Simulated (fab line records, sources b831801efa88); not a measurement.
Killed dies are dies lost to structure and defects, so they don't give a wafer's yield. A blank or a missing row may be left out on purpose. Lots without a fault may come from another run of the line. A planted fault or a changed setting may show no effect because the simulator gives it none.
A struck lot beside a sound one | flow sky130 | 18 steps out of a route of 708
Sound: wafers L205.2, L205.3, L205.6. Struck: wafer L217.4. (L217.1, L217.5 of the same lot were not struck and are left out.) The cause comes at the end.
At each step with rows: each side's tool, then ch and its chambers, then its first start. Under that, the readings that differ: sound wafers | struck wafers | difference of the means | sigmas: that difference in standard deviations of wafers without a fault.
alike: readings whose means differ by less than 2 such deviations, and words and numbers that are the same on both sides. not compared: withheld readings, readings that some wafer has no value for, bounds like >300 that may hide the same value, and numbers for which the record gives no deviation and whose values overlap.
The two part at a step that has a row with sigmas, a row that says differs or no value, or rows on one side only. Numbers that don't overlap but have no deviation are shown without sigmas and don't part them. A reading that every wafer of one side lacks parts them only if that side has two wafers or more.

first, 1 step without rows for these wafers: SKY_VT_ADJUST_PCH_IMPLANT_08.
SKY_VT_ADJUST_PCH_STRIP_09: strips in O2/N2.
  sound on plasma_asher-01 ch 0,1, day 13 07:00; struck on plasma_asher-03 ch 0, day 17 04:56
  alike: drypump_motor_current_A, oes_product_au, strip_time_to_endpoint_s
  not compared: rf_hours_counter_h
SKY_VT_ADJUST_PCH_TW_MEAS_10:
  sound on film_metro-03, day 13 07:07; struck on film_metro-01, day 17 05:02
  alike: VT_ADJUST_PCH_TW
then, 7 steps without rows for these wafers: SKY_SONOS_TUNNEL_DEHYDRATE_00 (time 60 s); SKY_SONOS_TUNNEL_HMDS_01 (prime time 60 s); SKY_SONOS_TUNNEL_COAT_02 (resist thk 1140 nm); SKY_SONOS_TUNNEL_SOFTBAKE_03 (time 60 s); SKY_SONOS_TUNNEL_EXPOSE_04 (exposes mask TUNM, target cd 410 nm); SKY_SONOS_TUNNEL_PEB_05; SKY_SONOS_TUNNEL_DEVELOP_06 (develop time 60 s).
SKY_SONOS_TUNNEL_CD_MEAS_07: target cd 410 nm.
  sound on cd_sem-01, day 14 08:32; struck on cd_sem-02, day 18 09:58
  alike: cd_nm
SKY_SONOS_TUNNEL_OVL_MEAS_08:
  sound on overlay-01, day 14 08:38; struck on overlay-01, day 18 10:05
  alike: SONOS_TUNNEL_OVL
SKY_SONOS_TUNNEL_IMPLANT_09:
  sound on implanter-02 ch 0, day 14 08:42; struck on implanter-03 ch 0, day 18 10:07
  reading            | sound           | struck | difference | sigmas
  beam_on_s (s)      | 9.95 9.84 10.29 | 8.37   | -1.66      | -8
  faraday_current_uA | 5.69 5.73 5.45  | 6.72   | +1.10      | +9
  alike: end_station_pressure_torr
then, 2 steps without rows for these wafers: SKY_SONOS_TUNNEL_WET_ETCH_10 (etches SiO2 in dHF, target depth 14 nm, time 280 s); SKY_SONOS_TUNNEL_STRIP_11 (strips in SPM, time 600 s).
SKY_SONOS_TUNNEL_TW_MEAS_12:
  sound on film_metro-04, day 14 09:07; struck on film_metro-03, day 18 10:34
  reading         | sound             | struck | difference | sigmas
  SONOS_TUNNEL_TW | 198.0 197.2 196.1 | 184.2  | -12.9      | -12
then, 1 step without rows for these wafers: SKY_SONOS_TUNNEL_CLEAN_13 (cleans in dHF, time 20 s).
-- the record jumps here: 32 days lie between the struck wafers' starts before and after (it left off in module SONOS_TUNNEL and takes up again in module PAD_OPEN, whose first step shown is number 708 of the route) --
SKY_PAD_OPEN_PROBE_99:
  sound on prober-01, day 48 02:37; struck on prober-01, day 50 13:44
  reading                                     | sound                   | struck  | difference | sigmas
  killed_at_front_end                         | 11 10 16                | 22      | +10        | +2
  model.etest.sonos_programmed.off_log10_a_um | -13.9 -14.1 -13.85      | -13.77  | +0.18      |
  model.etest.sonos_uncharged.vt_v (V)        | -0.3891 -0.4396 -0.4354 | -0.4926 | -0.0712    |
  alike: killed_at_M0_to_M3, killed_at_M4_up, killed_at_contacts, killed_at_other, killed_dies, killed_open, killed_short

WHERE THEY PART
First at SKY_SONOS_TUNNEL_IMPLANT_09; last, within this record, at SKY_PAD_OPEN_PROBE_99.

WHY: what the simulator had put in
Process parameter drift: implanter-03, from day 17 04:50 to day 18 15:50, at SKY_SONOS_TUNNEL_IMPLANT_09. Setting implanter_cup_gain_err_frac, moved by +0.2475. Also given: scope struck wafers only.
